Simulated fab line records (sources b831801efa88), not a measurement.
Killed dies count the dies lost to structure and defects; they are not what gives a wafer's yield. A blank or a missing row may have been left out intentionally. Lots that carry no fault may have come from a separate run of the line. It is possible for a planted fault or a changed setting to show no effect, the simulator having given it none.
What tool caused it? + flow gf180mcu + 12 lots with 36 wafers sampled at 5 steps, on a route of 602 steps

## WHAT EACH GAUGE READ, for each wafer
GF_STI_THK_MEAS_02.
| lot  | measured    | on           | STI_OXIDATION_THK (nm) |
|------|-------------|--------------|------------------------|
| L799 | day 1 16:31 | filmMetro-02 | 9.92 10.15 9.88        |
| L800 | day 1 22:07 | filmMetro-04 | 10.19 10.52 10.07      |
| L801 | day 2 03:19 | filmMetro-02 | 10.44 10.44 10.39      |
| L802 | day 2 08:23 | filmMetro-03 | 9.99 10.13 10.00       |
| L810 | day 3 23:32 | filmMetro-04 | 9.71 9.78 9.61         |
| L811 | day 4 06:15 | filmMetro-03 | 9.70 9.78 9.68         |
| L813 | day 4 14:31 | filmMetro-02 | 10.04 9.98 10.02       |
| L815 | day 5 00:31 | filmMetro-03 | 10.08 10.32 10.21      |
| L816 | day 5 05:31 | filmMetro-04 | 10.21 10.11 10.14      |
| L817 | day 5 10:31 | filmMetro-02 | 10.04 9.98 10.18       |
| L820 | day 6 01:31 | filmMetro-02 | 10.17 10.13 10.01      |
| L821 | day 6 06:31 | filmMetro-02 | 10.49 10.60 10.63      |

GF_HV_LDD_TW_MEAS_38.
| lot  | measured     | on           | HV_LDD_3_TW    |
|------|--------------|--------------|----------------|
| L799 | day 11 19:10 | filmMetro-01 | 1464 1463 1457 |
| L800 | day 12 03:34 | filmMetro-01 | 1390 1387 1386 |
| L801 | day 12 15:32 | filmMetro-01 | 1380 1391 1387 |
| L802 | day 12 23:59 | filmMetro-01 | 1380 1385 1376 |
| L810 | day 15 11:33 | filmMetro-04 | 1425 1423 1426 |
| L811 | day 15 23:29 | filmMetro-01 | 1467 1463 1464 |
| L813 | day 16 13:32 | filmMetro-01 | 1471 1470 1463 |
| L815 | day 16 21:43 | filmMetro-01 | 1464 1464 1464 |
| L816 | day 17 07:32 | filmMetro-01 | 1466 1467 1472 |
| L817 | day 17 19:27 | filmMetro-01 | 1464 1475 1468 |
| L820 | day 18 15:04 | filmMetro-04 | 1416 1421 1418 |
| L821 | day 19 04:28 | filmMetro-03 | 1420 1417 1414 |

GF_HV_LDD_RS_MEAS_53: the measuring method here is four-point-probe.
| lot  | measured     | on           | HV_LDD_RS (ohm/sq) |
|------|--------------|--------------|--------------------|
| L799 | day 12 14:31 | filmMetro-03 | 418.0 418.9 416.6  |
| L800 | day 12 22:49 | filmMetro-01 | 432.8 434.0 434.1  |
| L801 | day 13 12:19 | filmMetro-01 | 432.6 432.7 432.9  |
| L802 | day 13 20:36 | filmMetro-01 | 432.7 433.2 433.4  |
| L810 | day 16 09:57 | filmMetro-01 | 419.6 419.2 418.1  |
| L811 | day 16 22:07 | filmMetro-03 | 418.8 419.8 418.4  |
| L813 | day 17 11:58 | filmMetro-03 | 417.9 418.2 416.5  |
| L815 | day 17 21:09 | filmMetro-01 | 420.3 419.2 419.1  |
| L816 | day 18 07:34 | filmMetro-04 | 419.1 418.7 419.0  |
| L817 | day 18 19:47 | filmMetro-03 | 418.2 419.7 418.8  |
| L820 | day 19 16:01 | filmMetro-03 | 417.5 418.7 418.9  |
| L821 | day 20 04:34 | filmMetro-04 | 419.8 420.4 418.9  |

## WHICH TOOL RAN EACH LOT (tool, then ch and the chambers of the sampled wafers, then the start)
| lot  | GF_POLY_GATE_ETCH_12              | GF_HV_LDD_IMPLANT_34            |
|------|-----------------------------------|---------------------------------|
| L799 | rieDiel-03 ch 1,2,3, day 9 10:01  | implanter-03 ch 0, day 11 18:37 |
| L800 | rieDiel-03 ch 0,1, day 9 17:52    | implanter-03 ch 0, day 12 03:01 |
| L801 | rieDiel-03 ch 0,3, day 10 02:33   | implanter-03 ch 0, day 12 14:59 |
| L802 | rieDiel-04 ch 0,2,3, day 10 09:37 | implanter-03 ch 0, day 12 23:26 |
| L810 | rieDiel-04 ch 0,1, day 12 17:14   | implanter-02 ch 0, day 15 11:02 |
| L811 | rieDiel-03 ch 0,2,3, day 13 03:01 | implanter-04 ch 0, day 15 22:56 |
| L813 | rieDiel-03 ch 1,3, day 13 16:32   | implanter-03 ch 0, day 16 12:59 |
| L815 | rieDiel-01 ch 0,1,2, day 14 02:18 | implanter-03 ch 0, day 16 21:10 |
| L816 | rieDiel-01 ch 0,2,3, day 14 09:37 | implanter-03 ch 0, day 17 06:59 |
| L817 | rieDiel-03 ch 0,1, day 14 21:30   | implanter-03 ch 0, day 17 18:54 |
| L820 | rieDiel-04 ch 0,1,2, day 15 15:43 | implanter-03 ch 0, day 18 14:31 |
| L821 | rieDiel-04 ch 0,2, day 16 03:33   | implanter-04 ch 0, day 19 03:55 |
- GF_POLY_GATE_ETCH_12: etches BARC in N2/H2.
- GF_HV_LDD_IMPLANT_34

## AS READ BY THE TOOLS THEMSELVES (means over the sampled wafers that have a number; for cases with no such wafer, the mark the record gives instead)
GF_POLY_GATE_ETCH_12.
| lot  | tool       | drypumpMotorCurrentA (A) | h2FlowSccm (sccm) | oesProductAu (a.u.) | throttleValvePct (%) |
|------|------------|--------------------------|-------------------|---------------------|----------------------|
| L799 | rieDiel-03 | 5.9                      | 200.3             | 0.733               | 13.207               |
| L800 | rieDiel-03 | 5.9                      | 199.8             | 0.736               | 13.226               |
| L801 | rieDiel-03 | 6.2                      | 199.2             | 0.739               | 13.212               |
| L802 | rieDiel-04 | 5.8                      | 200.0             | 0.736               | 13.222               |
| L810 | rieDiel-04 | 6.0                      | 200.6             | 0.734               | 13.220               |
| L811 | rieDiel-03 | 5.9                      | 199.4             | 0.734               | 13.218               |
| L813 | rieDiel-03 | 6.2                      | 199.6             | 0.739               | 13.216               |
| L815 | rieDiel-01 | 5.3                      | 199.7             | 0.733               | 13.211               |
| L816 | rieDiel-01 | 5.6                      | 200.4             | 0.735               | 13.221               |
| L817 | rieDiel-03 | 5.9                      | 200.0             | 0.733               | 13.218               |
| L820 | rieDiel-04 | 5.9                      | 199.8             | 0.732               | 13.221               |
| L821 | rieDiel-04 | 5.6                      | 200.5             | 0.737               | 13.207               |

GF_HV_LDD_IMPLANT_34.
| lot  | tool         | beamEnergyKeV | doseIonsCm2 | faradayCurrentUA |
|------|--------------|---------------|-------------|------------------|
| L799 | implanter-03 | 60.003        | 7.5e+12     | 41.5             |
| L800 | implanter-03 | 60.006        | 2.4e+12     | 13.6             |
| L801 | implanter-03 | 60.032        | 2.4e+12     | 13.8             |
| L802 | implanter-03 | 60.001        | 2.4e+12     | 13.6             |
| L810 | implanter-02 | 60.009        | 7.5e+12     | 42.8             |
| L811 | implanter-04 | 60.001        | 7.5e+12     | 42.9             |
| L813 | implanter-03 | 59.993        | 7.5e+12     | 43.3             |
| L815 | implanter-03 | 60.002        | 7.5e+12     | 42.5             |
| L816 | implanter-03 | 59.989        | 7.5e+12     | 41.3             |
| L817 | implanter-03 | 59.990        | 7.5e+12     | 42.0             |
| L820 | implanter-03 | 60.019        | 7.5e+12     | 42.5             |
| L821 | implanter-04 | 60.016        | 7.5e+12     | 42.1             |

## THE ANSWER, worked out from the rows above alone
Rule: the lots themselves supply what counts as usual. The widest of any qualifying gaps counts: lots, ordered by their means at a reading, are off when they make up no more than a third of the lots, leave a main group of 4 or more, and stand apart from it by 3 or more times the standard deviation of that group's means. A main group whose means are all the same, to the digits that the tables above print for the reading, isn't used. Also off: a lot with no number at a reading for which 4 or more lots have one. Where the step has rows for the other lots, those lots are counted as sound. The gauges are gone through in route order, then the tools' own readings, and for those a lot's mean is taken as printed above. At the first step where some lot is off, the reading lying furthest off is the one used; lots without a number count as furthest.
Off: L800, L801, L802, seen at GF_HV_LDD_RS_MEAS_53 (HV_LDD_RS). Main group: mean 418.8 ohm/sq, sd 0.68.
A tool fits if, at a process step before that reading, it ran every lot that is off, and no sound lot after the first of them. Not tried: the gauges at GF_HV_LDD_RS_MEAS_53; whatever is off there is also off at GF_HV_LDD_IMPLANT_34, on other tools, and gauge error can't account for it. Of those tried, none fits.

## WHAT THE SIMULATOR HAD INSERTED
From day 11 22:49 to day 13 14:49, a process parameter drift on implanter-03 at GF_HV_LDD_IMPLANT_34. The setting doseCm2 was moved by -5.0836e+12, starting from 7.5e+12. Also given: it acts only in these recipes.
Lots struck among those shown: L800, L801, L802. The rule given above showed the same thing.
